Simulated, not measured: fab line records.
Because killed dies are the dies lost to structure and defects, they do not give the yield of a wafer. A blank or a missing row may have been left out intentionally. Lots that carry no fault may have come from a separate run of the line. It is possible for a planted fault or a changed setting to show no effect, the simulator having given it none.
Lot-split experiment || flow gf180mcu || 5 lots, 23 wafers read, on a route of 602 steps

== THE SPLIT ==
At GF_V3_CMP_04 (polishes SiO2), the setting leave_above_ref_nm was moved away from the recipe's 632.5 nm on 7 of the 23 wafers read, by -7.3% to +6.5%. All remaining wafers had this setting at the recipe value.

== FROM THE SPLIT TO THE READING: what the file shows between them, 2 steps ==
- GF_V3_DEVELOP_13: develop time 60 s (also split here: dev_temp_c)
- GF_V3_ETCH_16: etches BARC in N2/H2

== THE READING ==
oes_product_au, in a.u., at GF_V3_ETCH_17 (etches SiO2 in C4F8/O2/Ar, stops on TiN, target depth 635 nm). A value of 0.856 a.u. with a standard deviation of 0.0045 a.u. is what fault-free wafers of this fab line usually give.

{"wafer": "L076.1", "tool, chamber at the split": "cmp-01, 0", "leave_above_ref_nm as run, nm": 632.5, "against the recipe": "recipe", "oes_product_au, a.u.": 0.853, "against lot-mates on the recipe": "-"}
{"wafer": "L076.3", "tool, chamber at the split": "cmp-01, 3", "leave_above_ref_nm as run, nm": 673.4, "against the recipe": "+6.5%", "oes_product_au, a.u.": 0.884, "against lot-mates on the recipe": "+0.026"}
{"wafer": "L076.4", "tool, chamber at the split": "cmp-01, 2", "leave_above_ref_nm as run, nm": 632.5, "against the recipe": "recipe", "oes_product_au, a.u.": 0.858, "against lot-mates on the recipe": "-"}
{"wafer": "L076.5", "tool, chamber at the split": "cmp-01, 1", "leave_above_ref_nm as run, nm": 632.5, "against the recipe": "recipe", "oes_product_au, a.u.": 0.864, "against lot-mates on the recipe": "-"}
{"wafer": "L076.6", "tool, chamber at the split": "cmp-01, 0", "leave_above_ref_nm as run, nm": 673.4, "against the recipe": "+6.5%", "oes_product_au, a.u.": 0.896, "against lot-mates on the recipe": "+0.038"}
{"wafer": "L077.1", "tool, chamber at the split": "cmp-01, 2", "leave_above_ref_nm as run, nm": 586.3, "against the recipe": "-7.3%", "oes_product_au, a.u.": 0.821, "against lot-mates on the recipe": -0.031}
{"wafer": "L077.3", "tool, chamber at the split": "cmp-01, 0", "leave_above_ref_nm as run, nm": 632.5, "against the recipe": "recipe", "oes_product_au, a.u.": 0.849, "against lot-mates on the recipe": "-"}
{"wafer": "L077.4", "tool, chamber at the split": "cmp-01, 3", "leave_above_ref_nm as run, nm": 632.5, "against the recipe": "recipe", "oes_product_au, a.u.": 0.855, "against lot-mates on the recipe": "-"}
{"wafer": "L077.5", "tool, chamber at the split": "cmp-01, 0", "leave_above_ref_nm as run, nm": 632.5, "against the recipe": "recipe", "oes_product_au, a.u.": 0.851, "against lot-mates on the recipe": "-"}
{"wafer": "L077.6", "tool, chamber at the split": "cmp-01, 3", "leave_above_ref_nm as run, nm": 586.3, "against the recipe": "-7.3%", "oes_product_au, a.u.": 0.820, "against lot-mates on the recipe": -0.032}
{"wafer": "L079.1", "tool, chamber at the split": "cmp-01, 0", "leave_above_ref_nm as run, nm": 632.5, "against the recipe": "recipe", "oes_product_au, a.u.": 0.855, "against lot-mates on the recipe": "-"}
{"wafer": "L079.2", "tool, chamber at the split": "cmp-01, 1", "leave_above_ref_nm as run, nm": 632.5, "against the recipe": "recipe", "oes_product_au, a.u.": 0.847, "against lot-mates on the recipe": "-"}
{"wafer": "L079.3", "tool, chamber at the split": "cmp-01, 2", "leave_above_ref_nm as run, nm": 632.5, "against the recipe": "recipe", "oes_product_au, a.u.": 0.854, "against lot-mates on the recipe": "-"}
{"wafer": "L079.4", "tool, chamber at the split": "cmp-01, 3", "leave_above_ref_nm as run, nm": 632.5, "against the recipe": "recipe", "oes_product_au, a.u.": 0.855, "against lot-mates on the recipe": "-"}
{"wafer": "L079.5", "tool, chamber at the split": "cmp-01, 1", "leave_above_ref_nm as run, nm": 632.5, "against the recipe": "recipe", "oes_product_au, a.u.": 0.861, "against lot-mates on the recipe": "-"}
{"wafer": "L080.1", "tool, chamber at the split": "cmp-01, 1", "leave_above_ref_nm as run, nm": 671.5, "against the recipe": "+6.2%", "oes_product_au, a.u.": 0.886, "against lot-mates on the recipe": "+0.025"}
{"wafer": "L080.2", "tool, chamber at the split": "cmp-01, 0", "leave_above_ref_nm as run, nm": 632.5, "against the recipe": "recipe", "oes_product_au, a.u.": 0.862, "against lot-mates on the recipe": "-"}
{"wafer": "L080.4", "tool, chamber at the split": "cmp-01, 2", "leave_above_ref_nm as run, nm": 671.5, "against the recipe": "+6.2%", "oes_product_au, a.u.": 0.885, "against lot-mates on the recipe": "+0.024"}
{"wafer": "L080.5", "tool, chamber at the split": "cmp-01, 2", "leave_above_ref_nm as run, nm": 671.5, "against the recipe": "+6.2%", "oes_product_au, a.u.": 0.878, "against lot-mates on the recipe": "+0.017"}
{"wafer": "L080.6", "tool, chamber at the split": "cmp-01, 3", "leave_above_ref_nm as run, nm": 632.5, "against the recipe": "recipe", "oes_product_au, a.u.": 0.861, "against lot-mates on the recipe": "-"}
{"wafer": "L082.2", "tool, chamber at the split": "cmp-02, 2", "leave_above_ref_nm as run, nm": 632.5, "against the recipe": "recipe", "oes_product_au, a.u.": 0.848, "against lot-mates on the recipe": "-"}
{"wafer": "L082.5", "tool, chamber at the split": "cmp-02, 3", "leave_above_ref_nm as run, nm": 632.5, "against the recipe": "recipe", "oes_product_au, a.u.": 0.857, "against lot-mates on the recipe": "-"}
{"wafer": "L082.6", "tool, chamber at the split": "cmp-02, 2", "leave_above_ref_nm as run, nm": 632.5, "against the recipe": "recipe", "oes_product_au, a.u.": 0.851, "against lot-mates on the recipe": "-"}

FIT RESULTS
A straight line over all 23 wafers: oes_product_au changes by +0.00483 a.u. for each +1% of leave_above_ref_nm; r = +0.96; the points scatter about the line by 0.0051 a.u.
The same after taking each lot's own level away (the mean of its wafers on the recipe; 23 wafers): +0.00416 a.u. for each +1%; r = +0.96; scatter 0.0045 a.u.
Per that fit: largest leave_above_ref_nm move, reading shift of 0.03 a.u.
Measured against the standard deviation above, the lots' own levels, which go from 0.8517 to 0.8615 a.u., span 2.2 times it.
So the slope is not independent of the lot-to-lot level: the two fits are not the same.
Check: for one of the wafers moved furthest among these (-7.3%), held out of the fit, the line's prediction against its lot-mates is -0.0305 a.u. It came out at -0.0307 a.u. against them.

== FURTHER SPLITS ON THESE WAFERS ==
Other splits were also applied to these wafers ahead of the reading. Each is held against what the fit with the lots' levels taken away leaves over:
{"other split on the same wafers": "GF_V2_PEB_12 peb_temp_c", "wafers away from the commonest value": 10, "r with oes_product_au (lot level and that fit taken away)": -0.19}
{"other split on the same wafers": "GF_V2_SPUTTER_21 time_s", "wafers away from the commonest value": 6, "r with oes_product_au (lot level and that fit taken away)": -0.24}
{"other split on the same wafers": "GF_M3_SPUTTER_03 power_w", "wafers away from the commonest value": 9, "r with oes_product_au (lot level and that fit taken away)": "+0.31"}
{"other split on the same wafers": "GF_M3_METAL_ETCH_16 icp_w", "wafers away from the commonest value": 10, "r with oes_product_au (lot level and that fit taken away)": "+0.01"}
{"other split on the same wafers": "GF_V3_DEVELOP_13 dev_temp_c", "wafers away from the commonest value": 10, "r with oes_product_au (lot level and that fit taken away)": "+0.08"}

== THE WHOLE CHAIN: every reading that the file lists as answering this split, in the file's order ==
{"step": "GF_V3_CMP_04", "what it does": "polishes SiO2", "reading": "SiO2_of_V3_CVD_02.thk_nm (the simulator's own value, which no gauge read)", "change (the file's fit)": "+6.25 nm for each +1% of the setting", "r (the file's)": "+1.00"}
{"step": "GF_V3_ETCH_17", "what it does": "etches SiO2 in C4F8/O2/Ar, stops on TiN, target depth 635 nm", "reading": "oes_product_au", "change (the file's fit)": "+0.00421 a.u. for each +1% of the setting", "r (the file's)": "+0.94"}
{"step": "GF_V3_ETCH_17", "what it does": "etches SiO2 in C4F8/O2/Ar, stops on TiN, target depth 635 nm", "reading": "V3.feature_depth_nm (the simulator's own value, which no gauge read)", "change (the file's fit)": "+6.25 nm for each +1% of the setting", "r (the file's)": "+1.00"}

== FILE'S OWN FIT ==
oes_product_au changes by +0.00421 a.u. for each +1% of leave_above_ref_nm, r = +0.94.
